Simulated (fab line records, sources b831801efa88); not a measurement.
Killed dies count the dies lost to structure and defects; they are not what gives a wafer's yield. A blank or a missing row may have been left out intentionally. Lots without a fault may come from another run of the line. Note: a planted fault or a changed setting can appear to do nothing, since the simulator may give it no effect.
Matching of chambers -- flow sky130 -- SKY_CONTACT_HDPCVD_02 on hdpcvd-02 has 3 sister chambers
The step deposits SiO2, target thk 565 nm, time 94.2 s. 3 wafers are shown with their chamber, then 7 later ones without.

== WAFERS, EACH WITH ITS CHAMBER ==
wafer,chamber,sih4-flow-sccm (sccm)
L651.5,2,60.09
L652.4,1,59.88
L652.5,0,60.05

== WAFERS WITHOUT THEIR CHAMBER ==
wafer,sih4-flow-sccm (sccm)
L652.6,59.78
L654.1,60.03
L654.3,59.80
L654.5,60.06
L655.3,59.96
L655.4,60.12
L655.6,59.71

== WHICH CHAMBER EACH WENT THROUGH ==
wafer,from the rows above,in truth
L652.6,can't be placed: 1 or 0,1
L654.1,can't be placed: 0 or 2 or 1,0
L654.3,can't be placed: 1 or 0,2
L654.5,can't be placed: 0 or 2 or 1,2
L655.3,can't be placed: 1 or 0 or 2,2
L655.4,can't be placed: 2 or 0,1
L655.6,can't be placed: 1 or 0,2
Correctly placed: 0 of 7. Can't be placed from these rows: 7 (the true chamber is among the candidates in 4). Placed wrongly: 0.
How it was worked out, from the rows above alone: a wafer's distance from a chamber is the root of the sum, over the readings, of the square of ((its reading less the chamber's mean) divided by the reading's scatter). The wafer belongs to the nearest chamber; if the next one is less than 2 further off, it can't be placed. Each chamber's mean is taken over the wafers shown for it. The scatter (one wafer shown for each chamber): square how far every hidden wafer sits from the nearest shown wafer, average those squares and take the square root.
